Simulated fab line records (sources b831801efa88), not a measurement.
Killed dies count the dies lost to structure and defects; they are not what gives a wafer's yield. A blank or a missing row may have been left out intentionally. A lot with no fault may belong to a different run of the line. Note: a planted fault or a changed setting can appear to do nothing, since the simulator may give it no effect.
8D (eight disciplines) problem report, filled in by code	flow sky130	the parts of the form that need people (team, actions taken, sign-off) are left out

== 1. PROBLEM STATEMENT ==
At SKY_FIELD_ISO_ETCH_14, oesProductAu averages 0.832 a.u. over 3 wafers from 2 lots, while fault-free wafers read 0.854 a.u., standard deviation 0.0047. Relative to the usual mean, that is a shift of -4.8 standard deviations.
The step: etches BARC in N2/H2, stops on SiO2, time 45.9 s, target depth 60 nm.
First observed at day 4 21:04: wafer L321.1, on rieDiel-04. At this step, 33 wafers from 11 lots have a number in the record. Rule for "out" (also "out of limits"): further than 4 standard deviations from the usual mean. All remaining wafers that have a number are taken as sound.

== 2. WHAT IT IS AND WHAT IT IS NOT ==
question	is	is not
which readings at this step	oesProductAu	chamberPressureMTorr, drypumpMotorCurrentA, throttleValvePct
which lots	L321, L322	L309, L310, L311, L315, L316, L317, L320, L328, L331
which wafers of those lots	L321.1, L322.1, L322.3	L321.2, L321.4, L322.2
read on which tools	rieDiel-04	rieDiel-01, rieDiel-02
when	from day 4 21:04	up to then (23 sound wafers); but 7 sound wafers of L322, L328, L331 came after

== 3. WHAT RULES OUT EACH SUSPECT ==
Counting: a tool at a process step up to the reading stays a suspect if it ran every lot that is out. Sound lots after the first of them don't rule it out here, since some wafers of a struck lot are sound.
- rieDiel-04 at SKY_FIELD_ISO_ETCH_14 (etches BARC in N2/H2, stops on SiO2, time 45.9 s, target depth 60 nm): kept. Every lot that is out went through it, the first being L321 (day 4 21:04); the last sound lot it ran before that was L316 (day 3 18:02). Its own readings are out on those wafers: oesProductAu.
Left after counting: rieDiel-04 at SKY_FIELD_ISO_ETCH_14.

== 4. THE CAUSE (what the simulator had put in) ==
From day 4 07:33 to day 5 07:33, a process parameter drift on rieDiel-04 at SKY_FIELD_ISO_ETCH_14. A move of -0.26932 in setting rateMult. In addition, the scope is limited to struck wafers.
Counting left only this tool.

== 5. THE EFFECT CHAIN, in route order ==
Each row: a reading where the mean over the struck wafers with a number is more than 3 standard deviations away from the usual. Only readings whose record carries a usual standard deviation are examined. hours: median over the lots of the time between each lot's start at the first step of this table that gives one and its start at this step. sigmas: the change, counted in usual standard deviations.
hours	step	reading	usual	on struck wafers	change	sigmas
0	SKY_FIELD_ISO_ETCH_14	oesProductAu	0.854 a.u.	0.832	-0.022	-4.8
0	SKY_FIELD_ISO_STRIP_16	stripTimeToEndpointS	3.54 s	3.67	+0.13	+4.0
Process steps it contains:
- SKY_FIELD_ISO_ETCH_14: etches BARC in N2/H2, stops on SiO2, time 45.9 s, target depth 60 nm.
- SKY_FIELD_ISO_STRIP_16: strips in O2/N2.
At these later measuring or inspecting steps, every struck wafer for which the step has a row has a number for every such reading, and none has moved that far: SKY_FIELD_ISO_THK_MEAS_23, SKY_FIELD_ISO_THK_MEAS_25, SKY_NWELL_THK_MEAS_02.

== 6. HOW IT WOULD HAVE BEEN CAUGHT EARLIER ==
The fault began at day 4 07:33; the first out-of-limits reading in this record came at day 4 21:04, 14 hours later.
